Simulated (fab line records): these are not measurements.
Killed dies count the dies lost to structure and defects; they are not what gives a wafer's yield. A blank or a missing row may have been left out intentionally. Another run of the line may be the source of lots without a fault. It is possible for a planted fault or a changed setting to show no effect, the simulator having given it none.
Which tool did it?    flow sky130    39 wafers from 13 lots sampled at 3 of the route's 708 steps

## WHAT THE GAUGES SHOWED, per wafer
SKY_DNWELL_TW_MEAS_09.
lot   measured     on             DNWELL_TW
L161  day 3 06:01  film_metro-01  1098 1100 1099
L162  day 3 10:34  film_metro-04  1124 1126 1123
L163  day 3 16:41  film_metro-03  1115 1108 1113
L164  day 3 21:11  film_metro-04  1117 1111 1117
L168  day 4 20:32  film_metro-04  1119 1119 1120
L170  day 5 04:04  film_metro-03  1106 1098 1105
L175  day 6 08:52  film_metro-04  1127 1132 1127
L176  day 6 11:31  film_metro-01  1106 1112 1109
L177  day 6 20:24  film_metro-01  1103 1105 1107
L178  day 7 02:20  film_metro-01  1117 1115 1115
L179  day 7 08:24  film_metro-01  1110 1110 1105
L183  day 8 05:40  film_metro-01  1109 1116 1114
L184  day 8 10:52  film_metro-01  1107 1106 1101

## WHAT TOOL EACH LOT RAN ON (gives the tool, then ch and the chambers of the sampled wafers, and finally the start)
lot   SKY_FIELD_ISO_STRIP_16               SKY_FIELD_ISO_WET_ETCH_18
L161  plasma_asher-02 ch 0, day 2 05:32    wet_bench-01 ch 2, day 2 05:42
L162  plasma_asher-02 ch 0,1, day 2 09:50  wet_bench-01 ch 3, day 2 10:01
L163  plasma_asher-01 ch 0,1, day 2 15:28  wet_bench-01 ch 0, day 2 15:38
L164  plasma_asher-01 ch 0,1, day 2 22:04  wet_bench-03 ch 1, day 2 22:12
L168  plasma_asher-02 ch 0,1, day 3 19:44  wet_bench-01 ch 3, day 3 19:55
L170  plasma_asher-04 ch 0,1, day 4 03:43  wet_bench-01 ch 3, day 4 03:53
L175  plasma_asher-02 ch 0,1, day 5 06:38  wet_bench-03 ch 1, day 5 06:49
L176  plasma_asher-04 ch 0,1, day 5 10:05  wet_bench-04 ch 1, day 5 10:15
L177  plasma_asher-04 ch 1, day 5 16:08    wet_bench-03 ch 2, day 5 16:18
L178  plasma_asher-01 ch 0,1, day 5 22:17  wet_bench-04 ch 3, day 5 22:28
L179  plasma_asher-01 ch 0,1, day 6 02:32  wet_bench-03 ch 1, day 6 02:42
L183  plasma_asher-01 ch 0,1, day 7 01:08  wet_bench-01 ch 2, day 7 01:19
L184  plasma_asher-01 ch 0,1, day 7 07:17  wet_bench-01 ch 2, day 7 07:28
- SKY_FIELD_ISO_STRIP_16: strips in O2/N2.
- SKY_FIELD_ISO_WET_ETCH_18: etches Si3N4 in H3PO4, target depth 25 nm, time 286 s.

## AS READ BY THE TOOLS THEMSELVES (means over the sampled wafers that have a number; for cases with no such wafer, the mark the record gives instead)
SKY_FIELD_ISO_STRIP_16.
lot   tool             drypump_motor_current_A (A)  oes_product_au (a.u.)  strip_time_to_endpoint_s (s)
L161  plasma_asher-02  5.8                          0.378                  3.50
L162  plasma_asher-02  5.5                          0.382                  3.56
L163  plasma_asher-01  6.0                          0.378                  3.53
L164  plasma_asher-01  5.7                          0.377                  3.56
L168  plasma_asher-02  5.5                          0.374                  3.53
L170  plasma_asher-04  6.1                          0.377                  3.53
L175  plasma_asher-02  5.2                          0.375                  3.53
L176  plasma_asher-04  6.1                          0.377                  3.55
L177  plasma_asher-04  6.0                          0.375                  3.48
L178  plasma_asher-01  5.7                          0.373                  3.52
L179  plasma_asher-01  6.0                          0.378                  3.54
L183  plasma_asher-01  6.0                          0.378                  3.58
L184  plasma_asher-01  5.9                          0.380                  3.55

SKY_FIELD_ISO_WET_ETCH_18.
lot   tool          run_length_s (s)
L161  wet_bench-01  310
L162  wet_bench-01  311
L163  wet_bench-01  311
L164  wet_bench-03  314
L168  wet_bench-01  485
L170  wet_bench-01  485
L175  wet_bench-03  313
L176  wet_bench-04  311
L177  wet_bench-03  312
L178  wet_bench-04  313
L179  wet_bench-03  314
L183  wet_bench-01  311
L184  wet_bench-01  311

## THE ANSWER, worked out from the rows above alone
Rule: the usual values come from the lots themselves. Put in order of their means at a reading, lots are off if they are a third of the lots or fewer, leave a main group of 4 or more, and stand apart from it by a gap of 3 or more times the standard deviation of the main group's means; of several such gaps the widest counts. A main group is skipped when, at the precision printed for the reading in the tables above, its means are all equal. A lot without any number at a reading at which 4 lots or more have one is off too. The other lots that the step has rows for count as sound. The gauges are gone through in route order, then the tools' own readings, and for those a lot's mean is taken as printed above. The first step at which some lot is off is used, and at that step the reading that is off furthest; a lot without a number counts as furthest.
Off at SKY_FIELD_ISO_WET_ETCH_18 (run_length_s): L168, L170. Mean 312 s and standard deviation 1.3 in the main group.
A tool fits if, at that step or a process step before it, it ran every lot that is off, and no sound lot after the first of them. None of those tried fits.

## WHAT HAD BEEN PUT IN BY THE SIMULATOR
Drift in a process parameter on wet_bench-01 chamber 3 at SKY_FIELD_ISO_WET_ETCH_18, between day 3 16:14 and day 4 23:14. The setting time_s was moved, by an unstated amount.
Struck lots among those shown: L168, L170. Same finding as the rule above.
